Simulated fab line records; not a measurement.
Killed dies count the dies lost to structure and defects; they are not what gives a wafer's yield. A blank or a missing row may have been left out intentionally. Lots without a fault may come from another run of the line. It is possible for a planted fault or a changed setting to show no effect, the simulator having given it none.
A struck lot beside a sound one    flow sky130    15 steps out of a route of 708
Sound: these wafers, L311.1, L311.2, L311.3. Struck: wafers L323.4, L323.5 (left out: L323.3, a lot-mate that was not struck); the cause follows at the end.
Per side, at each step with rows, come the tool, then ch with its chambers, and then its first start. Under that, the readings that differ: sound wafers    struck wafers    difference of the means    sigmas: that difference in standard deviations of wafers without a fault.
alike: a reading whose means differ by less than 2 such deviations, as well as words and numbers matching on both sides. not compared: withheld readings; readings where some wafer has no value; bounds like >300 that might hide an equal value; numbers whose values overlap and for which the record gives no deviation.
The two part at a step that has a row with sigmas, a row that says differs or no value, or rows on one side only. When numbers do not overlap yet have no deviation, they are printed without sigmas and do not part them. Lack of a reading on every wafer of one side parts them only where that side has two or more wafers.

first, 2 steps without rows for these wafers: SKY_LDD_LDN_IMPLANT_10; SKY_LDD_LDN_IMPLANT_11.
SKY_LDD_LDN_STRIP_12: strips in O2/N2.
  sound on plasma-asher-01 ch 0,1, day 23 04:09; struck on plasma-asher-01 ch 1, day 27 17:23
  alike: drypump-motor-current-A, o2-flow-sccm, oes-product-au, strip-time-to-endpoint-s
  not compared: rf-hours-counter-h
SKY_LDD_LDN_TW_MEAS_13:
  sound: film-metro-04 at day 23 04:15; struck: film-metro-02 at day 27 17:28
  alike: LDD_LDN_TW
then, 2 steps without rows for these wafers: SKY_LDD_LDN_CLEAN_14 (cleans in SC1/SC2, time 150 s); SKY_SPACER_CVD_00 (deposits Si3N4 from DCS/NH3, target thk 43.1 nm, time 740 s).
SKY_SPACER_THK_MEAS_01:
  sound: film-metro-01 at day 23 06:29; struck: film-metro-01 at day 27 18:47
  alike: SPACER_CVD_00_THK
SKY_SPACER_ETCHBACK_02: etches Si3N4 in CH3F/O2, stops on SiO2, time 46.7 s, target depth 45 nm.
  sound on rie-diel-02 ch 0,2,3, day 23 06:33; struck on rie-diel-02 ch 1,2, day 27 18:49
  alike: drypump-motor-current-A, oes-product-au, throttle-valve-pct
  not compared: rf-hours-counter-h
then, 4 steps without rows for these wafers: SKY_POLY_CUT_DEHYDRATE_00 (time 60 s); SKY_POLY_CUT_HMDS_01 (prime time 60 s); SKY_POLY_CUT_COAT_02 (resist thk 60 nm); SKY_POLY_CUT_COAT_03 (resist thk 450 nm).
SKY_POLY_CUT_SOFTBAKE_04: time 90 s.
  sound on litho-track-03 ch 0, day 23 21:00; struck on litho-track-03 ch 0, day 28 09:00
reading                   sound                 struck         difference  sigmas
heater-power-total-W (W)  57.49 57.47 57.43     59.24 59.34    +1.83       +15
run-length-s (s)          119.56 119.37 119.19  111.44 111.49  -7.91       -56
  alike: chill-plate-temp-C
then, 1 step without rows for these wafers: SKY_POLY_CUT_EXPOSE_05 (exposes mask NPCM, target cd 270 nm).
-- here the record skips 21 days between the struck wafers' starts before and after, leaving off in module POLY_CUT and picking up in module PAD_OPEN (first step shown: number 708 of the route) --
SKY_PAD_OPEN_PROBE_99:
  sound: prober-02 at day 46 03:38; struck: prober-02 at day 49 04:49
  alike: killed_at_M0_to_M3, killed_at_M4_up, killed-at-contacts, killed-at-front-end, killed-at-other, killed-dies, killed-open, killed-short

WHERE THEY PART
Within this record, at SKY_POLY_CUT_SOFTBAKE_04 only. Later steps at which nothing parts them and some readings are alike: SKY_PAD_OPEN_PROBE_99.

WHY: whatever the simulator had introduced
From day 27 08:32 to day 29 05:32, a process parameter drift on litho-track-03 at SKY_POLY_CUT_SOFTBAKE_04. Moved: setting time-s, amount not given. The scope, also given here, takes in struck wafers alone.
